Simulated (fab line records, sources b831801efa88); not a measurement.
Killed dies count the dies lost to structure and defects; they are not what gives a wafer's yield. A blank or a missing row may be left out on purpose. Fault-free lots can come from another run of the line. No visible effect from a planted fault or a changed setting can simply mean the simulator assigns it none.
Which tool was responsible? / flow gf180mcu / 14 lots, 42 wafers sampled, at 6 steps of a route of 602

## WHAT EACH GAUGE READ, for each wafer
GF_PSD_OVL_MEAS_08. Usual: PSD_OVL gives -0.3 nm (standard deviation 1.5).
lot=L640; measured=day 14 03:01; on=overlay-01; PSD_OVL (nm)=-1.2 0.1 -2.2; flag=
lot=L641; measured=day 14 12:10; on=overlay-02; PSD_OVL (nm)=-0.2 0.2 -0.6; flag=
lot=L644; measured=day 15 10:02; on=overlay-02; PSD_OVL (nm)=0.8 0.4 -0.9; flag=
lot=L645; measured=day 15 23:53; on=overlay-01; PSD_OVL (nm)=-0.3 1.9 1.3; flag=
lot=L646; measured=day 16 08:59; on=overlay-02; PSD_OVL (nm)=-0.4 -4.4 -1.8; flag=
lot=L647; measured=day 16 17:38; on=overlay-02; PSD_OVL (nm)=0.0 -0.9 -0.7; flag=
lot=L652; measured=day 18 13:00; on=overlay-01; PSD_OVL (nm)=2.9 1.0 -0.4; flag=
lot=L656; measured=day 20 04:37; on=overlay-02; PSD_OVL (nm)=-0.9 -1.3 0.4; flag=
lot=L657; measured=day 20 11:04; on=overlay-02; PSD_OVL (nm)=-3.1 -2.5 -3.0; flag=
lot=L658; measured=day 20 17:25; on=overlay-01; PSD_OVL (nm)=0.1 0.7 -1.0; flag=
lot=L660; measured=day 21 10:37; on=overlay-02; PSD_OVL (nm)=-1.3 -2.1 -2.7; flag=
lot=L661; measured=day 21 17:59; on=overlay-02; PSD_OVL (nm)=-0.5 1.3 -2.8; flag=
lot=L662; measured=day 22 00:06; on=overlay-01; PSD_OVL (nm)=-4.6 -1.9 -2.3; flag=
lot=L663; measured=day 22 04:45; on=overlay-02; PSD_OVL (nm)=1.1 0.8 0.4; flag=

GF_SAB_CD_MEAS_09: target cd 420 nm. Usual: cd nm 420.1 nm, standard deviation 2.6.
lot=L640; measured=day 14 23:44; on=cd sem-02; cd nm (nm)=422.0 421.2 422.0; flag=
lot=L641; measured=day 15 09:24; on=cd sem-02; cd nm (nm)=420.4 418.9 417.9; flag=
lot=L644; measured=day 16 08:50; on=cd sem-02; cd nm (nm)=426.6 424.3 423.5; flag=
lot=L645; measured=day 16 22:14; on=cd sem-01; cd nm (nm)=423.2 422.0 423.0; flag=
lot=L646; measured=day 17 07:59; on=cd sem-02; cd nm (nm)=420.2 419.5 418.9; flag=
lot=L647; measured=day 17 17:29; on=cd sem-01; cd nm (nm)=417.6 415.1 414.7; flag=
lot=L652; measured=day 19 12:53; on=cd sem-01; cd nm (nm)=418.9 420.2 420.1; flag=
lot=L656; measured=day 21 05:13; on=cd sem-02; cd nm (nm)=417.5 419.0 417.9; flag=
lot=L657; measured=day 21 11:55; on=cd sem-02; cd nm (nm)=421.3 419.5 419.6; flag=
lot=L658; measured=day 21 18:13; on=cd sem-01; cd nm (nm)=416.4 420.4 421.1; flag=
lot=L660; measured=day 22 09:56; on=cd sem-02; cd nm (nm)=420.6 420.8 422.6; flag=
lot=L661; measured=day 22 18:21; on=cd sem-01; cd nm (nm)=423.2 424.3 422.6; flag=
lot=L662; measured=day 23 00:19; on=cd sem-02; cd nm (nm)=427.0 425.2 427.1; flag=
lot=L663; measured=day 23 03:43; on=cd sem-02; cd nm (nm)=420.4 422.9 421.0; flag=

GF_CONTACT_THK_MEAS_01. Usual: CONTACT_CVD_00_THK gives 300.4 nm (standard deviation 3).
lot=L640; measured=day 15 00:48; on=film metro-03; CONTACT_CVD_00_THK (nm)=300.1 302.1 299.5; flag=
lot=L641; measured=day 15 10:29; on=film metro-03; CONTACT_CVD_00_THK (nm)=301.0 306.8 298.5; flag=
lot=L644; measured=day 16 10:06; on=film metro-01; CONTACT_CVD_00_THK (nm)=605.3 600.3 594.7; flag=OFF
lot=L645; measured=day 16 23:16; on=film metro-01; CONTACT_CVD_00_THK (nm)=295.5 295.0 294.0; flag=
lot=L646; measured=day 17 09:04; on=film metro-04; CONTACT_CVD_00_THK (nm)=303.0 296.0 298.6; flag=
lot=L647; measured=day 17 18:34; on=film metro-01; CONTACT_CVD_00_THK (nm)=301.2 305.6 304.1; flag=
lot=L652; measured=day 19 14:08; on=film metro-04; CONTACT_CVD_00_THK (nm)=593.2 599.7 600.1; flag=OFF
lot=L656; measured=day 21 06:18; on=film metro-01; CONTACT_CVD_00_THK (nm)=299.1 298.1 299.8; flag=
lot=L657; measured=day 21 13:00; on=film metro-04; CONTACT_CVD_00_THK (nm)=299.1 301.7 300.0; flag=
lot=L658; measured=day 21 19:17; on=film metro-04; CONTACT_CVD_00_THK (nm)=305.7 306.0 301.2; flag=
lot=L660; measured=day 22 11:10; on=film metro-04; CONTACT_CVD_00_THK (nm)=296.3 301.6 300.7; flag=
lot=L661; measured=day 22 19:34; on=film metro-01; CONTACT_CVD_00_THK (nm)=299.9 299.4 301.2; flag=
lot=L662; measured=day 23 01:23; on=film metro-01; CONTACT_CVD_00_THK (nm)=304.4 300.9 300.9; flag=
lot=L663; measured=day 23 04:51; on=film metro-03; CONTACT_CVD_00_THK (nm)=294.7 297.4 291.6; flag=

GF_CONTACT_BOW_MEAS_05. Usual: CONTACT_BOW gives 65 um (standard deviation 6.4).
lot=L640; measured=day 15 01:20; on=film metro-01; CONTACT_BOW (um)=78 59 62; flag=
lot=L641; measured=day 15 10:59; on=film metro-01; CONTACT_BOW (um)=66 66 68; flag=
lot=L644; measured=day 16 10:36; on=film metro-04; CONTACT_BOW (um)=87 83 88; flag=OFF
lot=L645; measured=day 16 23:47; on=film metro-03; CONTACT_BOW (um)=59 64 77; flag=
lot=L646; measured=day 17 09:40; on=film metro-04; CONTACT_BOW (um)=62 71 54; flag=
lot=L647; measured=day 17 19:04; on=film metro-04; CONTACT_BOW (um)=54 57 60; flag=
lot=L652; measured=day 19 14:43; on=film metro-01; CONTACT_BOW (um)=85 75 83; flag=
lot=L656; measured=day 21 06:47; on=film metro-01; CONTACT_BOW (um)=68 62 77; flag=
lot=L657; measured=day 21 13:29; on=film metro-01; CONTACT_BOW (um)=68 64 68; flag=
lot=L658; measured=day 21 19:47; on=film metro-04; CONTACT_BOW (um)=59 63 70; flag=
lot=L660; measured=day 22 11:39; on=film metro-01; CONTACT_BOW (um)=58 51 54; flag=
lot=L661; measured=day 22 20:04; on=film metro-04; CONTACT_BOW (um)=65 73 61; flag=
lot=L662; measured=day 23 01:53; on=film metro-01; CONTACT_BOW (um)=57 69 58; flag=
lot=L663; measured=day 23 05:22; on=film metro-04; CONTACT_BOW (um)=64 77 58; flag=

## WHAT TOOL EACH LOT RAN ON (gives the tool, then ch and the chambers of the sampled wafers, and finally the start)
lot=L640; GF_SAB_ETCH_11=rie diel-01 ch 1,2,3, day 14 23:52; GF_CONTACT_CVD_00=hdpcvd-02 ch 0,2, day 15 00:45
lot=L641; GF_SAB_ETCH_11=rie diel-04 ch 1,2, day 15 09:34; GF_CONTACT_CVD_00=hdpcvd-02 ch 0,1,2, day 15 10:26
lot=L644; GF_SAB_ETCH_11=rie diel-03 ch 0,2,3, day 16 08:58; GF_CONTACT_CVD_00=hdpcvd-01 ch 0,1,2, day 16 09:50
lot=L645; GF_SAB_ETCH_11=rie diel-01 ch 2,3, day 16 22:21; GF_CONTACT_CVD_00=hdpcvd-01 ch 0,1, day 16 23:13
lot=L646; GF_SAB_ETCH_11=rie diel-04 ch 1,2,3, day 17 08:09; GF_CONTACT_CVD_00=hdpcvd-01 ch 0,1,2, day 17 09:01
lot=L647; GF_SAB_ETCH_11=rie diel-03 ch 1,2,3, day 17 17:39; GF_CONTACT_CVD_00=hdpcvd-02 ch 0,2, day 17 18:31
lot=L652; GF_SAB_ETCH_11=rie diel-03 ch 0,1,3, day 19 12:59; GF_CONTACT_CVD_00=hdpcvd-01 ch 0,2, day 19 13:52
lot=L656; GF_SAB_ETCH_11=rie diel-03 ch 1,2,3, day 21 05:22; GF_CONTACT_CVD_00=hdpcvd-01 ch 0,1, day 21 06:16
lot=L657; GF_SAB_ETCH_11=rie diel-03 ch 2,3, day 21 12:04; GF_CONTACT_CVD_00=hdpcvd-02 ch 0,1, day 21 12:58
lot=L658; GF_SAB_ETCH_11=rie diel-04 ch 0,2, day 21 18:22; GF_CONTACT_CVD_00=hdpcvd-01 ch 0,2, day 21 19:14
lot=L660; GF_SAB_ETCH_11=rie diel-01 ch 0,2,3, day 22 10:05; GF_CONTACT_CVD_00=hdpcvd-01 ch 0,2, day 22 11:07
lot=L661; GF_SAB_ETCH_11=rie diel-03 ch 0,2,3, day 22 18:32; GF_CONTACT_CVD_00=hdpcvd-02 ch 0,1, day 22 19:31
lot=L662; GF_SAB_ETCH_11=rie diel-01 ch 1,2,3, day 23 00:27; GF_CONTACT_CVD_00=hdpcvd-02 ch 0,1,2, day 23 01:19
lot=L663; GF_SAB_ETCH_11=rie diel-03 ch 0,1,2, day 23 03:49; GF_CONTACT_CVD_00=hdpcvd-01 ch 0,1,2, day 23 04:47
- GF_SAB_ETCH_11: etches SiO2 in C4F8/O2/Ar, target depth 55 nm, time 8.5 s.
- GF_CONTACT_CVD_00: deposits SiO2, target thk 300 nm, time 50 s.

## WHAT THE TOOLS THEMSELVES READ (means of the sampled wafers that have a number; where no wafer has one, the mark that the record gives instead)
GF_SAB_ETCH_11. Usual: bias w 1201 W, standard deviation 3.4; oes product au 0.999 a.u., standard deviation 0.01.
lot=L640; tool=rie diel-01; bias w (W)=1202; oes product au (a.u.)=1.000; flag=
lot=L641; tool=rie diel-04; bias w (W)=1197; oes product au (a.u.)=0.985; flag=
lot=L644; tool=rie diel-03; bias w (W)=1201; oes product au (a.u.)=0.994; flag=
lot=L645; tool=rie diel-01; bias w (W)=1202; oes product au (a.u.)=0.991; flag=
lot=L646; tool=rie diel-04; bias w (W)=1204; oes product au (a.u.)=1.001; flag=
lot=L647; tool=rie diel-03; bias w (W)=1200; oes product au (a.u.)=1.006; flag=
lot=L652; tool=rie diel-03; bias w (W)=1202; oes product au (a.u.)=1.006; flag=
lot=L656; tool=rie diel-03; bias w (W)=1198; oes product au (a.u.)=1.004; flag=
lot=L657; tool=rie diel-03; bias w (W)=1201; oes product au (a.u.)=0.991; flag=
lot=L658; tool=rie diel-04; bias w (W)=1202; oes product au (a.u.)=0.987; flag=
lot=L660; tool=rie diel-01; bias w (W)=1203; oes product au (a.u.)=1.002; flag=
lot=L661; tool=rie diel-03; bias w (W)=1199; oes product au (a.u.)=0.997; flag=
lot=L662; tool=rie diel-01; bias w (W)=1200; oes product au (a.u.)=0.992; flag=
lot=L663; tool=rie diel-03; bias w (W)=1199; oes product au (a.u.)=0.999; flag=

## THE ANSWER, worked out from the rows above alone
Rule: a lot counts as off when the mean over its wafers that have a number is more than 3 standard deviations away from the usual mean. A lot without any number at a reading at which 4 lots or more have one is off too. All remaining lots with rows at the step are treated as sound. The gauges are gone through in route order, then the tools' own readings, and for those a lot's mean is taken as printed above. At the first step where some lot is off, the reading lying furthest off is the one used; lots without a number count as furthest.
Off: L644, L652, seen at GF_CONTACT_THK_MEAS_01 (CONTACT_CVD_00_THK).
A tool fits if, at a process step before that reading, it ran every lot that is off, and no sound lot after the first of them. Gauges at GF_CONTACT_THK_MEAS_01: tried the same way as those tools. Not one of the candidates tried fits.

## WHAT HAD BEEN PUT IN BY THE SIMULATOR
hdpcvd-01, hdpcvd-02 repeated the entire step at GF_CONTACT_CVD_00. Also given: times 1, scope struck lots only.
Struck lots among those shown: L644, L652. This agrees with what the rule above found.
